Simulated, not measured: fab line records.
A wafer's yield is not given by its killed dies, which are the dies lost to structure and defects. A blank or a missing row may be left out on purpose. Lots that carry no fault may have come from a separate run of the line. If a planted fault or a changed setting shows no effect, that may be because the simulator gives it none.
fab line records ; flow sky130
record lots=14; wafers=42; last_day=50
route steps=708 shown PASSIVATION@691
lots that met no fault: taken from a fault-free run of the same line
start_h: hours from the record's first day to the start of the lot's first wafer shown ; wait_h: hours from the lot's prior step to this one ; " identical to the entry in the row above ; L1.1+2: one row covering several wafers at once ; - either no value or no given start ; * or withheld: withheld ; < > ~ a bound
route shown NAME@n: NAME is a module with steps in the file, n the number in the route of the first one ; usual: mean/standard deviation taken from wafers without a fault ; same: alike in all rows ; chamber/n: place in a boat ; sites: per-site readings ; _std_site: standard deviation across them ; _edge_site: inner sites' mean taken away from outer sites' mean ; radius_mm: for every site, how far away it sits from the centre of the wafer ; mask NAME#n: copy n ; behind: the most recent tool/chamber to have shaped the wafer ; hold: cause of the lot's hold/its duration in hours/its outcome ; device: which transistor (n, p or np) failed to switch ; end of line: at the end of the route, the tests of the same wafers ; a step with no rows: only its recipe ; killed: dies that structure and defects cost at the first sort, which is not the same as the wafer's yield ; map: shows each die of a wafer: x if killed, . if not, _ if none is there
set.NAME: setting as actually run; set.NAME@STEP: the setting as run at that earlier step ; model.NAME: the simulator's own value behind a step, which no gauge read
a sample of lots followed through the steps of the route, with each step as a table and each wafer as a row
## steps
# step SKY_PASSIVATION_DEVELOP_10
# recipe develop_time_s=60; dev_temp_c=23
# usual chill_plate_temp_C=23.06/0.1; develop_time_s=60/0
lot.wafer;tool;chamber;start_h;wait_h;chill_plate_temp_C;develop_time_s
L506.3;litho_track-02;0;1051;-;23.14;60
L506.5;litho_track-02;0;1052;-;22.89;60
L506.6;litho_track-02;0;1052;-;22.83;60
L507.1;litho_track-03;0;1064;-;23.04;60
L507.2;litho_track-03;0;1064;-;23.09;60
L507.4;litho_track-03;0;1064;-;22.95;60
L509.3;litho_track-04;0;1076;-;22.98;60
L509.4;litho_track-04;0;1076;-;23.20;60
L509.5;litho_track-04;0;1076;-;23.10;60
L513.3;litho_track-03;0;1093;-;23.01;60
L513.4;litho_track-03;0;1093;-;23.05;60
L513.6;litho_track-03;0;1093;-;23.06;60
L512.2;litho_track-02;0;1097;-;23.21;60
L512.3;litho_track-02;0;1097;-;23.19;60
L512.5;litho_track-02;0;1097;-;22.98;60
L515.2;litho_track-03;0;1112;-;23.11;60
L515.3;litho_track-03;0;1112;-;23.15;60
L515.6;litho_track-03;0;1112;-;23.29;60
L516.1;litho_track-03;0;1119;-;23.04;60
L516.3;litho_track-03;0;1119;-;23.01;60
L516.6;litho_track-03;0;1120;-;23.01;60
L517.3;litho_track-03;0;1142;-;23.21;60
L517.4;litho_track-03;0;1142;-;23.12;60
L517.5;litho_track-03;0;1142;-;23.08;60
L520.1;litho_track-03;-;1145;-;-;-
L520.3;litho_track-03;-;1145;-;-;-
L520.4;litho_track-03;-;1145;-;-;-
L519.1;litho_track-03;-;1147;-;-;-
L519.2;litho_track-03;-;1147;-;-;-
L519.3;litho_track-03;-;1147;-;-;-
L523.3;litho_track-04;0;1152;-;22.89;60
L523.4;litho_track-04;0;1152;-;22.86;60
L523.5;litho_track-04;0;1152;-;22.97;60
L526.1;litho_track-04;0;1173;-;22.92;60
L526.2;litho_track-04;0;1173;-;22.98;60
L526.5;litho_track-04;0;1173;-;23.07;60
L528.2;litho_track-02;0;1180;-;22.94;60
L528.4;litho_track-02;0;1180;-;22.98;60
L528.5;litho_track-02;0;1180;-;22.96;60
L529.4;litho_track-03;0;1185;-;23.00;60
L529.5;litho_track-03;0;1185;-;22.96;60
L529.6;litho_track-03;0;1185;-;23.06;60
## key
first_sign step=SKY_PASSIVATION_DEVELOP_10; reading=tool_record; direction=missing
effect none on later readings
met_at SKY_PASSIVATION_DEVELOP_10
struck_lots L519,L520
later_rows_left_out L519.1,L519.2,L519.3,L520.1,L520.3,L520.4
sort_left_out L519.1,L519.2,L519.3,L520.1,L520.3,L520.4
onset_between 1142 1145
fault kind=skipped_step_whole; tool=litho_track-03; chamber=-; onset_h=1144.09; steps=SKY_PASSIVATION_DEVELOP_10; scope=struck_lots_only
# sort_left_out: the simulated sort isn't trusted on such a fault, so these wafers' sort isn't shown, and their yield isn't known
# later_rows_left_out: the simulator's readings of these wafers behind a module that went badly wrong aren't trusted and aren't shown, but for the sort
